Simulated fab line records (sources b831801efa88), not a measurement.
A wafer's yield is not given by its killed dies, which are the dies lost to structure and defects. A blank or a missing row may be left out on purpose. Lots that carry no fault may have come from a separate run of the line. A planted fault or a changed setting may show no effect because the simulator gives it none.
Which of the tools did it? / flow sky130 / 12 lots with 36 wafers sampled at 4 steps, on a route of 708 steps

WHAT THE GAUGES SHOWED, per wafer
SKY_VIA2_THK_MEAS_01.
lot=L624; measured=day 34 11:55; on=film metro-01; VIA2_HDPCVD_THK (nm)=1173 1175 1165
lot=L625; measured=day 35 04:47; on=film metro-02; VIA2_HDPCVD_THK (nm)=1169 1175 1176
lot=L626; measured=day 35 17:31; on=film metro-02; VIA2_HDPCVD_THK (nm)=1184 1213 1206
lot=L627; measured=day 35 21:39; on=film metro-02; VIA2_HDPCVD_THK (nm)=1171 1177 1173
lot=L629; measured=day 36 20:53; on=film metro-03; VIA2_HDPCVD_THK (nm)=1146 1158 1170
lot=L630; measured=day 37 12:55; on=film metro-01; VIA2_HDPCVD_THK (nm)=1186 1175 1172
lot=L636; measured=day 39 13:09; on=film metro-03; VIA2_HDPCVD_THK (nm)=1186 1198 1204
lot=L639; measured=day 39 22:58; on=film metro-03; VIA2_HDPCVD_THK (nm)=1186 1191 1182
lot=L642; measured=day 40 23:53; on=film metro-03; VIA2_HDPCVD_THK (nm)=1179 1209 1214
lot=L645; measured=day 41 12:36; on=film metro-02; VIA2_HDPCVD_THK (nm)=1177 1184 1185
lot=L646; measured=day 41 20:47; on=film metro-01; VIA2_HDPCVD_THK (nm)=1169 1192 1184
lot=L647; measured=day 42 05:17; on=film metro-01; VIA2_HDPCVD_THK (nm)=1189 1181 1203

SKY_PASSIVATION_THK_MEAS_01.
lot=L624; measured=day 43 10:41; on=film metro-04; PASSIVATION_CVD_00_THK (nm)=87.6 89.0 87.4
lot=L625; measured=day 43 22:11; on=film metro-04; PASSIVATION_CVD_00_THK (nm)=90.8 90.3 90.9
lot=L626; measured=day 44 10:28; on=film metro-01; PASSIVATION_CVD_00_THK (nm)=89.7 89.8 90.8
lot=L627; measured=day 44 13:10; on=film metro-03; PASSIVATION_CVD_00_THK (nm)=90.5 90.4 91.5
lot=L629; measured=day 45 08:26; on=film metro-03; PASSIVATION_CVD_00_THK (nm)=90.5 89.9 91.6
lot=L630; measured=day 45 20:31; on=film metro-03; PASSIVATION_CVD_00_THK (nm)=87.6 88.8 88.9
lot=L636; measured=day 47 09:25; on=film metro-03; PASSIVATION_CVD_00_THK (nm)=88.7 91.3 91.0
lot=L639; measured=day 47 16:10; on=film metro-03; PASSIVATION_CVD_00_THK (nm)=88.3 90.1 89.0
lot=L642; measured=day 48 12:10; on=film metro-01; PASSIVATION_CVD_00_THK (nm)=87.6 87.7 88.8
lot=L645; measured=day 49 02:00; on=film metro-01; PASSIVATION_CVD_00_THK (nm)=90.2 90.0 91.5
lot=L646; measured=day 49 05:16; on=film metro-03; PASSIVATION_CVD_00_THK (nm)=88.9 89.0 90.5
lot=L647; measured=day 49 15:54; on=film metro-01; PASSIVATION_CVD_00_THK (nm)=89.5 90.1 92.4

TOOL THAT RAN EACH LOT (tool first, then ch and the chambers of the sampled wafers, then the start)
lot=L624; SKY_METAL4_SPUTTER_03=pvd sputter-02, day 39 06:17; SKY_METAL4_METAL_ETCH_18=rie metal-01 ch 0, day 41 07:56
lot=L625; SKY_METAL4_SPUTTER_03=pvd sputter-03, day 39 20:08; SKY_METAL4_METAL_ETCH_18=rie metal-04 ch 0, day 41 20:35
lot=L626; SKY_METAL4_SPUTTER_03=pvd sputter-03, day 40 07:45; SKY_METAL4_METAL_ETCH_18=rie metal-01 ch 0,1, day 42 08:23
lot=L627; SKY_METAL4_SPUTTER_03=pvd sputter-04, day 40 11:37; SKY_METAL4_METAL_ETCH_18=rie metal-01 ch 0,1, day 42 11:54
lot=L629; SKY_METAL4_SPUTTER_03=pvd sputter-04, day 41 07:56; SKY_METAL4_METAL_ETCH_18=rie metal-01 ch 0,1, day 43 08:14
lot=L630; SKY_METAL4_SPUTTER_03=pvd sputter-04, day 41 22:14; SKY_METAL4_METAL_ETCH_18=rie metal-03 ch 0,1, day 43 21:11
lot=L636; SKY_METAL4_SPUTTER_03=pvd sputter-04, day 43 16:20; SKY_METAL4_METAL_ETCH_18=rie metal-03 ch 0,1, day 45 12:44
lot=L639; SKY_METAL4_SPUTTER_03=pvd sputter-02, day 44 03:20; SKY_METAL4_METAL_ETCH_18=rie metal-03 ch 0,1, day 45 22:59
lot=L642; SKY_METAL4_SPUTTER_03=pvd sputter-04, day 45 01:41; SKY_METAL4_METAL_ETCH_18=rie metal-03 ch 0, day 46 18:14
lot=L645; SKY_METAL4_SPUTTER_03=pvd sputter-02, day 45 13:30; SKY_METAL4_METAL_ETCH_18=rie metal-03 ch 0,1, day 47 07:38
lot=L646; SKY_METAL4_SPUTTER_03=pvd sputter-04, day 45 19:08; SKY_METAL4_METAL_ETCH_18=rie metal-01 ch 0,1, day 47 12:08
lot=L647; SKY_METAL4_SPUTTER_03=pvd sputter-04, day 46 08:59; SKY_METAL4_METAL_ETCH_18=rie metal-01 ch 0, day 48 00:17
- SKY_METAL4_SPUTTER_03: material Ti, target thk 5 nm, time 3.3 s.
- SKY_METAL4_METAL_ETCH_18: etches the open film in Cl2/BCl3, stops on SiO2, target depth 845 nm, time 183.1 s.

WHAT THE TOOLS THEMSELVES READ (means of the sampled wafers that have a number; where no wafer has one, the mark that the record gives instead)
SKY_METAL4_SPUTTER_03.
lot=L624; tool=pvd sputter-02; throttle valve pct (%)=30.1
lot=L625; tool=pvd sputter-03; throttle valve pct (%)=28.7
lot=L626; tool=pvd sputter-03; throttle valve pct (%)=29.1
lot=L627; tool=pvd sputter-04; throttle valve pct (%)=29.6
lot=L629; tool=pvd sputter-04; throttle valve pct (%)=29.8
lot=L630; tool=pvd sputter-04; throttle valve pct (%)=29.5
lot=L636; tool=pvd sputter-04; throttle valve pct (%)=28.5
lot=L639; tool=pvd sputter-02; throttle valve pct (%)=30.3
lot=L642; tool=pvd sputter-04; throttle valve pct (%)=30.2
lot=L645; tool=pvd sputter-02; throttle valve pct (%)=30.0
lot=L646; tool=pvd sputter-04; throttle valve pct (%)=30.1
lot=L647; tool=pvd sputter-04; throttle valve pct (%)=30.2

SKY_METAL4_METAL_ETCH_18.
lot=L624; tool=rie metal-01; bias w (W)=48.49; drypump motor current A (A)=6.3; oes product au (a.u.)=0.866; throttle valve pct (%)=22.274
lot=L625; tool=rie metal-04; bias w (W)=48.58; drypump motor current A (A)=6.2; oes product au (a.u.)=0.864; throttle valve pct (%)=22.257
lot=L626; tool=rie metal-01; bias w (W)=48.34; drypump motor current A (A)=5.9; oes product au (a.u.)=0.864; throttle valve pct (%)=22.258
lot=L627; tool=rie metal-01; bias w (W)=45.28; drypump motor current A (A)=5.9; oes product au (a.u.)=0.861; throttle valve pct (%)=22.255
lot=L629; tool=rie metal-01; bias w (W)=45.11; drypump motor current A (A)=5.4; oes product au (a.u.)=0.857; throttle valve pct (%)=22.262
lot=L630; tool=rie metal-03; bias w (W)=48.63; drypump motor current A (A)=5.6; oes product au (a.u.)=0.859; throttle valve pct (%)=22.258
lot=L636; tool=rie metal-03; bias w (W)=48.39; drypump motor current A (A)=5.5; oes product au (a.u.)=0.857; throttle valve pct (%)=22.277
lot=L639; tool=rie metal-03; bias w (W)=48.46; drypump motor current A (A)=5.5; oes product au (a.u.)=0.871; throttle valve pct (%)=22.263
lot=L642; tool=rie metal-03; bias w (W)=48.54; drypump motor current A (A)=5.5; oes product au (a.u.)=0.862; throttle valve pct (%)=22.261
lot=L645; tool=rie metal-03; bias w (W)=48.60; drypump motor current A (A)=5.5; oes product au (a.u.)=0.864; throttle valve pct (%)=22.261
lot=L646; tool=rie metal-01; bias w (W)=48.63; drypump motor current A (A)=5.9; oes product au (a.u.)=0.859; throttle valve pct (%)=22.271
lot=L647; tool=rie metal-01; bias w (W)=48.65; drypump motor current A (A)=6.3; oes product au (a.u.)=0.857; throttle valve pct (%)=22.266

THE ANSWER, worked out from the rows above alone
Rule: the usual values come from the lots themselves. The widest of any qualifying gaps counts: lots, ordered by their means at a reading, are off when they make up no more than a third of the lots, leave a main group of 4 or more, and stand apart from it by 3 or more times the standard deviation of that group's means. The tables above print the reading to a certain number of digits; a main group whose means all agree to those digits is not used. Also off: a lot with no number at a reading for which 4 or more lots have one. The other lots that the step has rows for count as sound. The gauges are gone through in route order, then the tools' own readings, and for those a lot's mean is taken as printed above. At the first step where some lot is off, the reading lying furthest off is the one used; lots without a number count as furthest.
Off: L627, L629 (SKY_METAL4_METAL_ETCH_18, bias w). Mean 48.53 W and standard deviation 0.1 in the main group.
If a tool, at that step or one of the process steps before it, ran each lot that is off and ran no sound lot following the first of them, it fits. None of those tried fits.

WHAT HAD BEEN PUT IN BY THE SIMULATOR
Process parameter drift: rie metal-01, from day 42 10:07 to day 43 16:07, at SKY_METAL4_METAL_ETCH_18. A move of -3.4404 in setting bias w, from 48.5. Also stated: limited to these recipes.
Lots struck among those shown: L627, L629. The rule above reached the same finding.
